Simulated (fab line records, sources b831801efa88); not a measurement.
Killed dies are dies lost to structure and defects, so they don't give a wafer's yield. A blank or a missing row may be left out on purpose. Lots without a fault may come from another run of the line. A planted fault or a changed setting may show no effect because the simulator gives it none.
One fault seen from 2 desks | flow gf180mcu | each desk has only its own numbers; what lay behind them comes last

THE TOOL OWNER'S DESK: pvd_sputter-01
The tool's own readings at GF_MIM_SPUTTER_08 (material AlCu, target thk 200 nm, time 10.6 s): means of the sampled wafers that have a number, for each lot that ran on this tool. A lot is out of limits, marked OUT, if its mean lies more than 4 standard deviations from the usual mean; the brackets give that distance.
Columns: A = chamber_pressure_pa at GF_MIM_SPUTTER_08, usual 0.3999 Pa; B = throttle_valve_pct at GF_MIM_SPUTTER_08, usual 29.8 %
lot  | first seen here | A      | B
L715 | day 24 20:11    | 0.3996 | 29.7
L717 | day 25 11:11    | 0.3999 | 28.8
L722 | day 27 08:37    | 0.3994 | 30.2
L726 | day 28 05:47    | 0.4001 | 30.9
L738 | day 31 07:59    | 0.3997 | 28.9
This desk's finding: nothing out of limits on any of the 5 lots.

THE METROLOGY DESK
What the gauges read, lot by lot, whatever tool the lot ran on: means of the sampled wafers that have a number. A lot is out of limits, marked OUT, if its mean lies more than 4 standard deviations from the usual mean; the brackets give that distance.
Columns: A = V4_CVD_02_THK at GF_V4_THK_MEAS_03, usual 847 nm; B = V4_OVL at GF_V4_OVL_MEAS_15, usual 1 nm; C = MIM_ALCU_RS at GF_MIM_RS_MEAS_10, usual 0.1601 ohm/sq; D = MIM_ALCU_THK at GF_MIM_THK_MEAS_11, usual 200 nm
lot  | first seen here | A   | B  | C                | D
L715 | day 23 19:32    | 844 | -6 | 0.1589           | 201
L717 | day 24 11:01    | 843 | -1 | 0.1631           | 196
L719 | day 25 02:23    | 831 | -3 | 0.1666           | 192
L722 | day 26 10:20    | 840 | -3 | 0.1910 (+13) OUT | 176 (-7.9) OUT
L726 | day 27 07:41    | 849 | 1  | 0.1909 (+13) OUT | 177 (-7.7) OUT
L731 | day 28 18:15    | 853 | 6  | 0.1608           | 199
L732 | day 29 00:58    | 841 | -2 | 0.1585           | 201
L735 | day 29 18:05    | 850 | -1 | 0.1589           | 203
L737 | day 30 05:51    | 835 | -3 | 0.1622           | 199
L738 | day 30 11:27    | 851 | 4  | 0.1611           | 198
This desk's finding: out of limits on L722, L726; first on L722, day 27 08:40 (MIM_ALCU_RS at GF_MIM_RS_MEAS_10). In limits: L715, L717, L719, L731, L732, L735, L737, L738.

PUT TOGETHER
The metrology desk could have raised an alarm at day 27 08:40, on L722, L726.
The tool owner's desk saw nothing out of limits.
The tool owner's desk has L722, L726 on record, within its limits.
Of the lots named, all ran GF_MIM_SPUTTER_08 on pvd_sputter-01.

WHAT THE SIMULATOR HAD PUT IN
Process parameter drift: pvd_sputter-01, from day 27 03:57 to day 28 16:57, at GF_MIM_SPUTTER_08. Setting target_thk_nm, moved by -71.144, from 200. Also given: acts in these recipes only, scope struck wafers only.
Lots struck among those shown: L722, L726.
Hours from the fault's start to each desk's first reading out of limits: the metrology desk, 5.
